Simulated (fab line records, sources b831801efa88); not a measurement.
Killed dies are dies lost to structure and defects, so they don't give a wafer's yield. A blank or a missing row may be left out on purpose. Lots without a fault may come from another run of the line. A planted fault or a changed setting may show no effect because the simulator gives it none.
Problem report in the 8D (eight disciplines) form, filled by code | flow sfq_line | the parts of the form that need people (team, actions taken, sign-off) are left out

1. THE PROBLEM
bias_w at SFQ_TRILAYER_I0_VIA_ETCH_VIA_ETCH_034 reads a mean of 77.98 W on 6 wafers of 2 lots; wafers without a fault read 80.00 W with a standard deviation of 0.23. That is -8.8 standard deviations from the usual mean.
The step: etches SiO2 in CHF3, stops on Nb, target depth 260 nm.
First seen on wafer L740.1, day 13 16:11, on rie_diel-03. The record holds 42 wafers of 14 lots with a number at this step. Rule for "out", or "out of limits": more than 4 standard deviations from the usual mean. The other wafers with a number count as sound.

2. WHAT IT IS AND WHAT IT IS NOT
question                    | is                     | is not
which readings at this step | bias_w                 | drypump_motor_current_A, oes_product_au, rf_fwd_power_W
which lots                  | L740, L741             | L727, L728, L730, L731, L732, L733, L734, L735, L742, L744, L745, L750
which wafers of those lots  | all that have a number | -
read on which tools         | rie_diel-03            | rie_diel-01, rie_diel-04
when                        | from day 13 16:11      | up to then (24 sound wafers); but 12 sound wafers of L742, L744, L745, L750 came after

3. SUSPECTS, AND WHAT RULES EACH OUT
Counting: a tool at a process step up to the reading stays a suspect if it ran every lot that is out and no sound lot after the first of them.
- rie_metal-03 at SFQ_TRILAYER_L0_BARC_OPEN_METAL_ETCH_010 (etches BARC in O2, target depth 125 nm, time 41.7 s): ruled out as a lasting fault. Sound lots L745, L750 ran on it after its first lot that is out, L740 (day 6 06:37).
- rie_diel-03 at SFQ_TRILAYER_I0_VIA_ETCH_VIA_ETCH_034 (etches SiO2 in CHF3, stops on Nb, target depth 260 nm): kept. It ran every lot that is out, first L740 (day 13 16:11), and no sound lot after that; its last sound lot up to then is L735 (day 11 23:10). Its own readings are out on those wafers: bias_w.
Left after counting: rie_diel-03 at SFQ_TRILAYER_I0_VIA_ETCH_VIA_ETCH_034.

4. THE CAUSE (what the simulator had put in)
Process parameter drift: rie_diel-03, from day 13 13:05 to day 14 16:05, at SFQ_TRILAYER_I0_VIA_ETCH_VIA_ETCH_034. Setting bias_w, moved by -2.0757, from 80. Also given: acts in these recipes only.
Counting left only this tool.

5. THE CHAIN OF EFFECTS, in route order
Each row: a reading whose mean over the struck wafers that have a number lies more than 3 standard deviations from the usual. Only readings for which the record gives a usual standard deviation are gone through. hours: the time from each lot's start at the first step in this table that gives one to its start at this step, as a median over the lots. sigmas: the change in usual standard deviations.
hours | step                                  | reading | usual   | on struck wafers | change | sigmas
0     | SFQ_TRILAYER_I0_VIA_ETCH_VIA_ETCH_034 | bias_w  | 80.00 W | 77.98            | -2.02  | -8.8
The process steps in it:
- SFQ_TRILAYER_I0_VIA_ETCH_VIA_ETCH_034: etches SiO2 in CHF3, stops on Nb, target depth 260 nm.

6. WHAT WOULD HAVE CAUGHT IT SOONER
In this record the first reading out of limits was taken at day 13 16:11, 3 hours after the fault began at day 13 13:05.
